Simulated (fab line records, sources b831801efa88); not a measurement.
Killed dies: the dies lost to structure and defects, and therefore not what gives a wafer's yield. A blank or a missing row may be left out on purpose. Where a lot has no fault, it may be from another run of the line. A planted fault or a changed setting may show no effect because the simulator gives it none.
What tool caused it? ; flow gf180mcu ; 33 wafers from 11 lots sampled at 6 of the route's 602 steps

WHAT THE GAUGES SHOWED, per wafer
GF_VT_IMPLANT_OVL_MEAS_40.
lot;measured;on;VT_IMPLANT_03_OVL (nm)
L969;day 7 12:59;overlay-01;0.1 -1.8 -3.2
L970;day 7 19:20;overlay-02;0.4 -0.2 -0.9
L971;day 8 01:55;overlay-02;3.8 2.5 3.4
L972;day 8 08:02;overlay-01;1.5 2.5 1.3
L974;day 8 22:09;overlay-01;-1.1 -0.3 1.8
L977;day 9 17:44;overlay-02;0.6 0.7 -0.5
L978;day 10 05:02;overlay-01;2.3 2.8 2.9
L981;day 10 22:02;overlay-01;0.2 1.1 -0.1
L988;day 12 21:32;overlay-02;0.4 0.0 1.0
L989;day 13 03:17;overlay-02;4.5 3.2 3.7
L992;day 14 02:50;overlay-01;-1.7 0.1 -0.3

GF_V3_RS_MEAS_24: measures by four-point-probe.
lot;measured;on;V3_W_RS (ohm/sq)
L969;day 22 10:00;film-metro-03;0.325 0.327 0.328
L970;day 22 17:22;film-metro-03;0.332 0.334 0.328
L971;day 23 08:14;film-metro-04;0.335 0.329 0.328
L972;day 23 09:24;film-metro-04;0.340 0.333 0.332
L974;day 24 06:10;film-metro-04;0.333 0.334 0.332
L977;day 25 16:08;film-metro-02;0.331 0.235 0.327
L978;day 25 17:54;film-metro-04;0.234 0.332 0.236
L981;day 26 16:11;film-metro-03;0.321 0.322 0.328
L988;day 28 14:23;film-metro-04;0.329 0.333 0.331
L989;day 28 17:25;film-metro-03;0.323 0.325 0.319
L992;day 30 05:17;film-metro-02;0.320 0.324 0.326

GF_V3_THK_MEAS_25: measures by xrf.
lot;measured;on;V3_W_THK (nm)
L969;day 22 10:07;film-metro-03;344 341 340
L970;day 22 17:29;film-metro-03;335 332 339
L971;day 23 08:21;film-metro-04;343 347 349
L972;day 23 09:31;film-metro-04;337 343 346
L974;day 24 06:16;film-metro-04;343 342 344
L977;day 25 16:16;film-metro-02;343 478 344
L978;day 25 18:00;film-metro-04;483 341 480
L981;day 26 16:19;film-metro-03;348 352 344
L988;day 28 14:30;film-metro-04;346 339 341
L989;day 28 17:32;film-metro-03;347 347 351
L992;day 30 05:25;film-metro-02;352 349 347

EACH LOT AND THE TOOL THAT RAN IT (in order: tool; ch and the chambers of the sampled wafers; start)
lot;GF_HV_LDD_RTA_52;GF_PSD_RTA_13;GF_V3_CVD_23
L969;rtp-anneal-02 ch 0, day 12 10:33;rtp-anneal-02 ch 0, day 14 05:59;cvd-w-02 ch 0, day 22 09:53
L970;rtp-anneal-02 ch 0, day 12 16:05;rtp-anneal-01 ch 0, day 14 11:44;cvd-w-02 ch 0,1, day 22 17:14
L971;rtp-anneal-01 ch 0, day 13 02:41;rtp-anneal-01 ch 0, day 14 23:17;cvd-w-01 ch 0,1, day 23 08:07
L972;rtp-anneal-01 ch 0, day 13 06:16;rtp-anneal-01 ch 0, day 15 03:00;cvd-w-02 ch 0,1, day 23 09:16
L974;rtp-anneal-02 ch 0, day 13 23:36;rtp-anneal-01 ch 0, day 15 21:48;cvd-w-02 ch 0,1, day 24 06:04
L977;rtp-anneal-02 ch 0, day 15 01:59;rtp-anneal-01 ch 0, day 17 03:30;cvd-w-02 ch 0,1, day 25 16:01
L978;rtp-anneal-01 ch 0, day 15 13:10;rtp-anneal-02 ch 0, day 17 13:02;cvd-w-02 ch 0,1, day 25 17:47
L981;rtp-anneal-01 ch 0, day 16 09:59;rtp-anneal-02 ch 0, day 18 10:46;cvd-w-01 ch 0,1, day 26 16:04
L988;rtp-anneal-02 ch 0, day 18 18:00;rtp-anneal-02 ch 0, day 20 21:57;cvd-w-02 ch 0,1, day 28 14:16
L989;rtp-anneal-01 ch 0, day 18 22:38;rtp-anneal-02 ch 0, day 21 02:21;cvd-w-01 ch 0,1, day 28 17:18
L992;rtp-anneal-01 ch 0, day 20 07:57;rtp-anneal-02 ch 0, day 22 10:19;cvd-w-01 ch 0,1, day 30 05:11
- GF_HV_LDD_RTA_52: time 10 s.
- GF_PSD_RTA_13: time 20 s.
- GF_V3_CVD_23: deposits W, target thk 350 nm, time 104.9 s.

AS READ BY THE TOOLS THEMSELVES (means over the sampled wafers that have a number; for cases with no such wafer, the mark the record gives instead)
GF_HV_LDD_RTA_52.
lot;tool;lamp-power-pct (%);wafer_temp_C_max
L969;rtp-anneal-02;35.7;1006.0
L970;rtp-anneal-02;35.7;1006.2
L971;rtp-anneal-01;33.1;1005.0
L972;rtp-anneal-01;33.1;1005.1
L974;rtp-anneal-02;35.7;1006.4
L977;rtp-anneal-02;35.7;1005.9
L978;rtp-anneal-01;33.1;1004.6
L981;rtp-anneal-01;33.1;1006.4
L988;rtp-anneal-02;35.7;1006.0
L989;rtp-anneal-01;33.1;1005.5
L992;rtp-anneal-01;33.1;1005.9

GF_PSD_RTA_13.
lot;tool;lamp-power-pct (%);wafer_temp_C_max
L969;rtp-anneal-02;37.0;1031.7
L970;rtp-anneal-01;34.3;1031.3
L971;rtp-anneal-01;34.3;1030.2
L972;rtp-anneal-01;34.3;1030.4
L974;rtp-anneal-01;34.3;1030.3
L977;rtp-anneal-01;34.3;1030.8
L978;rtp-anneal-02;37.0;1031.5
L981;rtp-anneal-02;37.1;1031.4
L988;rtp-anneal-02;37.0;1031.3
L989;rtp-anneal-02;37.1;1031.3
L992;rtp-anneal-02;37.0;1030.4

GF_V3_CVD_23.
lot;tool;heater-power-w (W);susceptor-temp-C (C)
L969;cvd-w-02;846;399.91
L970;cvd-w-02;849;400.12
L971;cvd-w-01;894;399.98
L972;cvd-w-02;854;400.09
L974;cvd-w-02;834;400.23
L977;cvd-w-02;845;399.94
L978;cvd-w-02;843;400.05
L981;cvd-w-01;899;399.85
L988;cvd-w-02;852;400.20
L989;cvd-w-01;893;400.18
L992;cvd-w-01;900;399.97

THE ANSWER, worked out from the rows above alone
Rule: the lots themselves supply what counts as usual. Put in order of their means at a reading, lots are off if they are a third of the lots or fewer, leave a main group of 4 or more, and stand apart from it by a gap of 3 or more times the standard deviation of the main group's means; of several such gaps the widest counts. Not used: any main group whose means are identical at the precision the tables above print for the reading. Also off: a lot with no number at a reading for which 4 or more lots have one. Any other lot the step has rows for is counted as sound. After the gauges, taken in route order, come the tools' own readings; for these a lot's mean is taken, as printed above. The first step at which some lot is off is used, and at that step the reading that is off furthest; a lot without a number counts as furthest.
Off: L977, L978, at GF_V3_RS_MEAS_24 (V3_W_RS). The main group has a mean of 0.329 ohm/sq with a standard deviation of 0.0044.
A tool fits if, at a process step before that reading, it ran every lot that is off, and no sound lot after the first of them. The gauges at GF_V3_RS_MEAS_24 are tried like those tools. Of those tried, none fits.

WHAT THE SIMULATOR HAD INSERTED
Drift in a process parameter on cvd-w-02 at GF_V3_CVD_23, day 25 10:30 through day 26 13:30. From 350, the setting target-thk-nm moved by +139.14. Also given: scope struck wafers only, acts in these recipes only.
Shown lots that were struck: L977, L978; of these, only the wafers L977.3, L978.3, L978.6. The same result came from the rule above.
